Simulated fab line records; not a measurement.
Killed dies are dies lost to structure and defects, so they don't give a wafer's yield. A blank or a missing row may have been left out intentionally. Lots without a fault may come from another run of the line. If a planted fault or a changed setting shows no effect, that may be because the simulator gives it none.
Comparing a struck lot with a sound one -- flow sky130 -- 20 steps out of a route of 708
Sound: these wafers, L615.1, L615.5, L615.6. Wafers L627.1, L627.2, L627.4 were the ones struck. The cause is named last.
Order at every step that has rows: each side's tool, ch and its chambers, its first start. Under that, the readings that differ: sound wafers -- struck wafers -- difference of the means -- sigmas: that difference in standard deviations of wafers without a fault.
alike: same words and numbers on both sides, and readings whose means sit less than 2 such deviations apart. not compared: any withheld reading, any reading some wafer has no value for, any bound like >300 that may hide the same value, and any number with overlapping values for which the record gives no deviation.
A row with sigmas, a row that says differs or no value, or rows on one side alone: a step with any of these is where the two part. When numbers do not overlap yet have no deviation, they are printed without sigmas and do not part them. A reading missing from all wafers of one side parts the sides only when that side holds two or more wafers.

SKY_RES_PROTECT_STRIP_07: strips in O2/N2.
  sound on plasma_asher-03 ch 0,1, day 16 08:19; struck on plasma_asher-04 ch 0,1, day 21 01:31
  alike: drypump_motor_current_A, o2_flow_sccm, oes_product_au, strip_time_to_endpoint_s
  not compared: rf_hours_counter_h
SKY_RES_PROTECT_TW_MEAS_08:
  sound: film_metro-04 at day 16 08:25; struck: film_metro-03 at day 21 01:37
reading,sound,struck,difference,sigmas
POLY_GATE_TW,4105 4107 4111,4019 4006 4013,-95,-3
then, 2 steps without rows for these wafers: SKY_RES_PROTECT_CLEAN_09 (cleans in SC1/SC2, time 150 s); SKY_POLY_GATE_CVD_03 (deposits Si3N4 from DCS/NH3, target thk 75 nm, time 1290 s).
SKY_POLY_GATE_THK_MEAS_04:
  sound: film_metro-03 at day 16 09:53; struck: film_metro-04 at day 21 03:05
  alike: POLY_GATE_CVD_03_THK
then, 7 steps without rows for these wafers: SKY_POLY_GATE_DEHYDRATE_05 (time 60 s); SKY_POLY_GATE_HMDS_06 (prime time 60 s); SKY_POLY_GATE_COAT_07 (resist thk 110 nm); SKY_POLY_GATE_COAT_08 (resist thk 450 nm); SKY_POLY_GATE_SOFTBAKE_09 (time 90 s); SKY_POLY_GATE_EXPOSE_10 (exposes mask P1M, target cd 150 nm); SKY_POLY_GATE_PEB_11.
SKY_POLY_GATE_DEVELOP_12: develop time 60 s.
  sound on litho_track-02 ch 0, day 17 13:00; struck on litho_track-02 ch 0, day 22 09:00
SKY_POLY_GATE_CD_MEAS_13: the cd target is 150 nm.
  sound: cd_sem-01 at day 17 14:01; struck: cd_sem-02 at day 22 09:31
reading,sound,struck,difference,sigmas
cd_nm (nm),150.5 149.9 150.1,142.4 141.6 141.8,-8.2,-5
SKY_POLY_GATE_OVL_MEAS_14:
  sound: overlay-01 at day 17 14:08; struck: overlay-01 at day 22 09:38
  alike: POLY_GATE_OVL
SKY_POLY_GATE_ETCH_15: etches BARC in N2/H2, stops on SiO2, time 118.5 s, target depth 110 nm.
  sound on rie_diel-03 ch 0,1,3, day 17 14:11; struck on rie_diel-04 ch 0,1,2, day 22 09:41
reading,sound,struck,difference,sigmas
model.POLY_GATE.cd_nm (nm),151.1 150.5 150.8,143.7 140.3 141.3,-9.0,
  alike: drypump_motor_current_A, oes_product_au, throttle_valve_pct
  not compared: rf_hours_counter_h
SKY_POLY_GATE_ETCH_16: etches Si3N4 in CH3F/O2, stops on poly-Si, time 147.5 s, target depth 75 nm.
  sound on rie_diel-03 ch 0,1,3, day 17 14:16; struck on rie_diel-04 ch 0,1,2, day 22 09:46
  alike: drypump_motor_current_A, oes_product_au, throttle_valve_pct
  not compared: rf_hours_counter_h
SKY_POLY_GATE_ETCH_17: etches poly-Si in HBr/Cl2, stops on SiO2, target depth 180 nm, time 70.5 s.
  sound on rie_si-01 ch 0,1,2, day 17 14:22; struck on rie_si-01 ch 1,2,3, day 22 09:52
reading,sound,struck,difference,sigmas
model.POLY_GATE.cd_nm (nm),150.7 149.4 150.3,143.8 139.6 141.7,-8.4,
  alike: drypump_motor_current_A, oes_product_au, throttle_valve_pct
  not compared: rf_hours_counter_h
SKY_POLY_GATE_STRIP_18: strips in O2/N2.
  sound on plasma_asher-02 ch 0,1, day 17 14:25; struck on plasma_asher-02 ch 0,1, day 22 09:55
  alike: drypump_motor_current_A, o2_flow_sccm, oes_product_au, strip_time_to_endpoint_s
  not compared: rf_hours_counter_h
-- the record jumps here: 27 days lie between the struck wafers' starts before and after (it left off in module POLY_GATE and takes up again in module PAD_OPEN, whose first step shown is number 708 of the route) --
SKY_PAD_OPEN_PROBE_99:
  sound: prober-01 at day 46 15:32; struck: prober-01 at day 49 15:35
reading,sound,struck,difference,sigmas
model.etest.pfet_01v8.r_on_ohm_um,2917 2898 2945,2711 2684 2675,-230,
model.etest.res_poly.line_ohm_um,514.1 536.4 517.4,541.8 589.8 561.4,+41.7,
model.etest.nfet_01v8.r_on_ohm_um,846 846.8 847.7,785.5 782.5 790,-60.8,
model.etest.pfet_01v8.drive_ua_um,193.3 191.1 188.1,210.5 212.9 213.7,+21.5,
model.etest.sram_pfet_latch.drive_ua_um,140.9 138.5 136,154.6 156.9 155.7,+17.3,
model.etest.pfet_01v8_hvt.drive_ua_um,141.2 142.8 139,155.8 158.4 156.7,+16.0,
model.etest.res_xhigh_po.width_nm (nm),348.6 347.7 349.9,344.2 339.6 341.7,-6.9,
  alike: killed_at_M0_to_M3, killed_at_M4_up, killed_at_contacts, killed_at_front_end, killed_at_other, killed_dies, killed_open, killed_short
  not compared: model.etest.sonos_uncharged.r_on_ohm_um

== WHERE THEY PART ==
At SKY_RES_PROTECT_TW_MEAS_08 first; at SKY_POLY_GATE_CD_MEAS_13 last (within this record only). Later steps at which nothing parts them and some readings are alike: SKY_POLY_GATE_OVL_MEAS_14, SKY_POLY_GATE_ETCH_15, SKY_POLY_GATE_ETCH_16, SKY_POLY_GATE_ETCH_17, SKY_POLY_GATE_STRIP_18, SKY_PAD_OPEN_PROBE_99.

WHY: the cause the simulator had injected
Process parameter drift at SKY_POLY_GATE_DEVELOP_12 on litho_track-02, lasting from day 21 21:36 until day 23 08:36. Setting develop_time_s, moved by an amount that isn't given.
